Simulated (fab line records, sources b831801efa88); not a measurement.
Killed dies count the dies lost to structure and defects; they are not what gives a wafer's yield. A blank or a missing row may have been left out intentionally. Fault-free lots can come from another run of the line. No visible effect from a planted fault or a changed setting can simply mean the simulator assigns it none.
fab line records	flow sky130	part 2 of 2: steps 29 to 38 of 38
record: lots: 5	wafers: 15	last_day: 49
route steps=708 shown GATE_OXIDE@194 POLY_GATE@204 RES_PROTECT@206
lots with no fault: from the same line, run without faults
start_h: hours from the record's first day to the start of the lot's first wafer shown	wait_h: hours elapsed since this lot's preceding step	" repeats the value in the row above	L1.1+2: a single row standing in for several wafers	- no value, or no start given	* or withheld: withheld	< > ~ a bound
route shown NAME@n: a module of which the file shows steps, and the number in the route of the first	usual: mean/standard deviation of fault-free wafers	same: alike in all rows	chamber/n: place in a boat	sites: per-site readings	_std_site: the values' standard deviation	_edge_site: outer sites' mean less inner sites'	radius_mm: for every site, how far away it sits from the centre of the wafer	mask NAME#n: copy n	behind: tool/chamber where the wafer was last shaped	hold: why the lot was held/for how many hours/how that ended	device: names the non-switching transistor (n, p or np)	end of line: tests of these same wafers at the route's end	a step with no rows: only its recipe	killed: count of dies lost to structure and defects at first sort (not the wafer's yield)	map: shows each die of a wafer: x if killed, . if not, _ if none is there
set.NAME: setting as actually run; set.NAME@STEP: the setting as run at that earlier step	model.NAME: the simulator's own value behind a step, which no gauge read
lots at some steps of the route; a table a step, a row a wafer
services: from which hour (start_h, from the record's first day; less than 0 if before it) a tool's chamber was out of use, for how many hours, and why
== steps ==
step: SKY_POLY_GATE_COAT_08
recipe: resist: KrF-thick	spin_rpm: 3000	resist_thk_nm: 450
usual: spin_speed_rpm: 3000.1/1.9
lot.wafer	tool	chamber	start_h	wait_h	spin_speed_rpm
L074.1	litho_track-02	0	-	-	3000.6
L074.4	"	0	"	"	3002.5
L074.5	"	0	"	"	2998.9
L078.2	litho_track-03	0	-	-	3000.8
L078.3	"	0	"	"	3000.8
L078.6	"	0	"	"	3001.5
L084.1	litho_track-03	0	-	-	2999.8
L084.2	"	0	"	"	2999.6
L084.6	"	0	"	"	2998.6
L091.3	litho_track-04	0	-	-	3004.0
L091.5	"	0	"	"	2997.4
L091.6	"	0	"	"	3000.8
L092.2	litho_track-03	0	-	-	2999.6
L092.4	"	0	"	"	3000.9
L092.6	"	0	"	"	2996.0
step: SKY_POLY_GATE_SOFTBAKE_09
recipe: temp_c: 100	time_s: 90	resist: KrF-thick
usual: plate_temp_C: 100.02/0.12
lot.wafer	tool	chamber	start_h	wait_h	plate_temp_C
L074.1	litho_track-02	0	-	-	100.30
L074.4	"	0	"	"	99.90
L074.5	"	0	"	"	99.86
L078.2	litho_track-03	0	-	-	100.08
L078.3	"	0	"	"	100.16
L078.6	"	0	"	"	99.89
L084.1	litho_track-03	0	-	-	100.29
L084.2	"	0	"	"	100.13
L084.6	"	0	"	"	99.99
L091.3	litho_track-04	0	-	-	100.12
L091.5	"	0	"	"	100.34
L091.6	"	0	"	"	100.18
L092.2	litho_track-03	0	-	-	100.11
L092.4	"	0	"	"	100.06
L092.6	"	0	"	"	100.07
step: SKY_POLY_GATE_EXPOSE_10
recipe: mask_id: P1M	na: 0.68	source_shape: conventional	sigma_outer: 0.6	target_cd_nm: 150	dose_mj: 28
lot.wafer	tool	chamber	start_h	wait_h	mask
L074.1+4+5	krf_scanner-02	0	-	-	P1M#0
L078.2+3+6	krf_scanner-02	0	-	-	P1M#0
L084.1+2+6	krf_scanner-02	0	-	-	P1M#0
L091.3+5+6	krf_scanner-02	0	-	-	P1M#0
L092.2+4+6	krf_scanner-02	0	-	-	P1M#0
step: SKY_POLY_GATE_PEB_11
recipe: peb_temp_c: withheld	peb_time_s: withheld	resist: KrF-thick
lot.wafer	tool	chamber	start_h	wait_h
L074.1+4+5	litho_track-02	0	-	-
L078.2+3+6	litho_track-04	0	-	-
L084.1+2+6	litho_track-02	0	-	-
L091.3+5+6	litho_track-04	0	-	-
L092.2+4+6	litho_track-04	0	-	-
step: SKY_POLY_GATE_DEVELOP_12
recipe: develop_time_s: 60	resist: KrF-thick	dev_temp_c: 21
lot.wafer	tool	chamber	start_h	wait_h
L074.1+4+5	litho_track-02	0	-	-
L078.2+3+6	litho_track-04	0	-	-
L084.1+2+6	litho_track-02	0	-	-
L091.3+5+6	litho_track-04	0	-	-
L092.2+4+6	litho_track-04	0	-	-
step: SKY_POLY_GATE_CD_MEAS_13
recipe: target_cd_nm: 150
usual: cd_nm: 149.9/1.3
lot.wafer	tool	chamber	start_h	wait_h	cd_nm
L074.1	cd_sem-01	-	365.18	-	151.7
L074.4	"	-	"	"	151.4
L074.5	"	-	"	"	151.7
L078.2	cd_sem-02	-	403.65	-	148.6
L078.3	"	-	"	"	147.4
L078.6	"	-	"	"	147.7
L084.1	cd_sem-01	-	462.88	-	149.4
L084.2	"	-	"	"	149.8
L084.6	"	-	"	"	149.5
L091.3	cd_sem-01	-	518.22	-	151.9
L091.5	"	-	"	"	149.7
L091.6	"	-	"	"	151.5
L092.2	cd_sem-02	-	522.40	-	149.7
L092.4	"	-	"	"	149.8
L092.6	"	-	"	"	147.4
step: SKY_POLY_GATE_OVL_MEAS_14
usual: POLY_GATE_OVL: 5/6.2
lot.wafer	tool	chamber	start_h	wait_h	POLY_GATE_OVL[nm]
L074.1	overlay-02	-	365.30	0.1	3
L074.4	"	-	"	"	-2
L074.5	"	-	"	"	2
L078.2	overlay-01	-	403.76	0.1	4
L078.3	"	-	"	"	8
L078.6	"	-	"	"	12
L084.1	overlay-01	-	463.00	0.1	3
L084.2	"	-	"	"	7
L084.6	"	-	"	"	5
L091.3	overlay-01	-	518.32	0.1	2
L091.5	"	-	"	"	0
L091.6	"	-	"	"	8
L092.2	overlay-02	-	522.51	0.1	11
L092.4	"	-	"	"	14
L092.6	"	-	"	"	12
step: SKY_POLY_GATE_ETCH_15
recipe: chemistry: N2/H2	target: BARC	ion_energy_ev: 200	source_w: 500	bias_w: 100	pressure_mtorr: 30	n2_flow_sccm: 100	h2_flow_sccm: 200	stop_on: SiO2	time_s: 118.5	target_depth_a: 1100
usual: drypump_motor_current_A: 5.6/0.43	oes_product_au: 0.715/0.0051	throttle_valve_pct: 13.212/0.0098
lot.wafer	tool	chamber	start_h	wait_h	drypump_motor_current_A	oes_product_au	rf_hours_counter_h	throttle_valve_pct
L074.1	rie_diel-03	0	365.34	0.0	5.3	0.721	91	13.213
L074.4	"	0	"	"	5.3	0.711	-	13.204
L074.5	"	3	"	"	5.1	0.710	-	13.224
L078.2	rie_diel-03	3	403.79	0.0	5.1	0.715	5	13.214
L078.3	"	2	"	"	5.8	0.712	1	13.203
L078.6	"	1	"	"	5.1	0.713	-	13.209
L084.1	rie_diel-04	0	463.04	0.0	6.2	0.712	5	13.212
L084.2	"	2	"	"	6.5	0.716	4	13.198
L084.6	"	3	"	"	5.9	0.721	-	13.220
L091.3	rie_diel-04	3	518.34	0.0	5.9	0.705	48	13.233
L091.5	"	0	"	"	6.2	0.714	-	13.208
L091.6	"	1	"	"	6.2	0.711	-	13.217
L092.2	rie_diel-02	3	522.54	0.0	5.5	0.711	49	13.221
L092.4	"	2	"	"	5.5	0.728	2	13.212
L092.6	"	3	"	"	5.5	0.712	-	13.212
step: SKY_POLY_GATE_ETCH_16
recipe: stop_on: poly-Si	chemistry: CH3F/O2	target: Si3N4	source_w: 400	bias_w: 80	pressure_mtorr: 25	ch3f_flow_sccm: 40	O2_flow_sccm: 30	time_s: 147.5	target_depth_a: 750
usual: drypump_motor_current_A: 5.6/0.43	oes_product_au: 0.642/0.0049	throttle_valve_pct: 10.535/0.0085
lot.wafer	tool	chamber	start_h	wait_h	drypump_motor_current_A	oes_product_au	rf_hours_counter_h	throttle_valve_pct
L074.1	rie_diel-03	0	365.42	0.0	5.3	0.640	91	10.549
L074.4	"	0	"	"	5.3	0.640	-	10.548
L074.5	"	3	"	"	5.1	0.643	-	10.536
L078.2	rie_diel-03	3	403.87	0.0	5.1	0.645	5	10.538
L078.3	"	2	"	"	5.8	0.648	1	10.540
L078.6	"	1	"	"	5.1	0.638	-	10.541
L084.1	rie_diel-04	0	463.12	0.0	6.2	0.641	5	10.539
L084.2	"	2	"	"	6.5	0.640	5	10.532
L084.6	"	3	"	"	5.8	0.632	-	10.540
L091.3	rie_diel-04	3	518.42	0.0	5.8	0.639	48	10.525
L091.5	"	0	"	"	6.2	0.641	-	10.539
L091.6	"	1	"	"	6.2	0.641	-	10.525
L092.2	rie_diel-02	3	522.62	0.0	5.5	0.637	49	10.528
L092.4	"	2	"	"	5.4	0.647	2	10.530
L092.6	"	3	"	"	5.5	0.643	-	10.527
step: SKY_POLY_GATE_ETCH_17
recipe: target_depth_nm: 180	stop_on: SiO2	over_etch_frac: 0.56667	chemistry: HBr/Cl2	target: poly-Si	icp_w: 400	bias_w: 100	pressure_mtorr: 10	HBr_flow_sccm: 150	Cl2_flow_sccm: 50	time_s: 70.5
usual: drypump_motor_current_A: 5.4/0.39	oes_product_au: 0.980/0.0092	throttle_valve_pct: 33.685/0.0091
same: over_etch_frac: 0.56667
lot.wafer	tool	chamber	start_h	wait_h	drypump_motor_current_A	oes_product_au	rf_hours_counter_h	throttle_valve_pct
L074.1	rie_si-01	2	365.52	0.0	5.0	0.961	2	33.695
L074.4	"	3	"	"	5.9	0.976	1	33.688
L074.5	"	0	"	"	5.5	0.979	-	33.688
L078.2	rie_si-01	3	403.97	0.0	5.9	0.986	2	33.678
L078.3	"	2	"	"	4.9	0.973	2	33.688
L078.6	"	0	"	"	5.5	0.992	-	33.692
L084.1	rie_si-01	2	463.22	0.0	5.0	0.975	3	33.688
L084.2	"	0	"	"	5.5	0.989	2	33.672
L084.6	"	1	"	"	6.1	0.971	-	33.696
L091.3	rie_si-02	3	518.52	0.0	5.8	0.969	6	33.691
L091.5	"	3	"	"	5.7	0.966	-	33.695
L091.6	"	0	"	"	5.0	0.980	-	33.689
L092.2	rie_si-01	3	522.72	0.0	5.9	0.974	2	33.678
L092.4	"	2	"	"	4.9	0.970	3	33.686
L092.6	"	2	"	"	4.9	0.977	-	33.674
== services ==
tool	chamber	start_h	hours	kind
rie_si-01	1	274.51	8.1	repair
rie_si-01	1	289.13	2.0	repair
wet_bench-03	-	289.62	1.5	repair
rie_diel-04	1	289.79	4.5	repair
rie_diel-03	-	291.37	0.8	repair
lpcvd-02	-	304.59	2.5	repair
implanter-01	-	318.29	5.6	repair
krf_scanner-02	-	320.27	1.3	pm
wet_bench-02	-	322.09	1.9	pm
iline_stepper-02	-	323.66	6.1	repair
wet_bench-03	-	349.96	2.6	repair
krf_scanner-02	-	358.95	4.4	pm
iline_stepper-01	-	374.49	2.4	repair
krf_scanner-02	-	379.86	0.8	pm
krf_scanner-02	-	431.78	1.0	pm
iline_stepper-02	-	431.79	4.4	pm
iline_stepper-01	-	456.28	1.7	pm
iline_stepper-02	-	485.49	1.7	pm
krf_scanner-02	-	485.76	3.6	pm
iline_stepper-02	-	491.99	4.2	repair
krf_scanner-02	-	496.17	1.3	pm
implanter-01	-	498.74	1.0	repair
lpcvd-01	-	509.58	4.1	repair
lpcvd-02	-	512.14	0.5	repair
